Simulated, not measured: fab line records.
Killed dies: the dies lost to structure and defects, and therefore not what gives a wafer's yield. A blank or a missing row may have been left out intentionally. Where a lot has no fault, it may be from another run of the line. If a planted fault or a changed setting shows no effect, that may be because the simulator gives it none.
What tool caused it? ; flow sky130 ; 6 lots (18 wafers sampled), 1 step of a 708-step route

WHAT EACH GAUGE READ, for each wafer
SKY_VT_ADJUST_HVTP_CD_MEAS_07: the cd target is 380 nm.
lot;measured;on;cd_nm (nm)
L228;day 6 20:54;cd_sem-02;385.3 386.4 385.4
L235;day 8 15:57;cd_sem-02;378.2 379.2 379.9
L237;day 9 01:26;cd_sem-02;387.5 385.8 383.0
L240;day 10 00:00;cd_sem-01;381.2 379.4 380.1
L243;day 10 17:37;cd_sem-02;384.6 381.5 383.4
L246;day 11 18:50;cd_sem-02;374.8 376.5 377.8

WHAT TOOL EACH LOT RAN ON (gives the tool, then ch and the chambers of the sampled wafers, and finally the start)
Before these readings, the record contains no process step.

THE ANSWER, worked out from the rows above alone
Rule: the usual values come from the lots themselves. The widest of any qualifying gaps counts: lots, ordered by their means at a reading, are off when they make up no more than a third of the lots, leave a main group of 4 or more, and stand apart from it by 3 or more times the standard deviation of that group's means. The tables above print the reading to a certain number of digits; a main group whose means all agree to those digits is not used. A lot without any number at a reading at which 4 lots or more have one is off too. Any other lot the step has rows for is counted as sound.
Across all readings shown, no lot is off: no conclusion can be drawn from this.

WHAT WAS PUT IN BY THE SIMULATOR
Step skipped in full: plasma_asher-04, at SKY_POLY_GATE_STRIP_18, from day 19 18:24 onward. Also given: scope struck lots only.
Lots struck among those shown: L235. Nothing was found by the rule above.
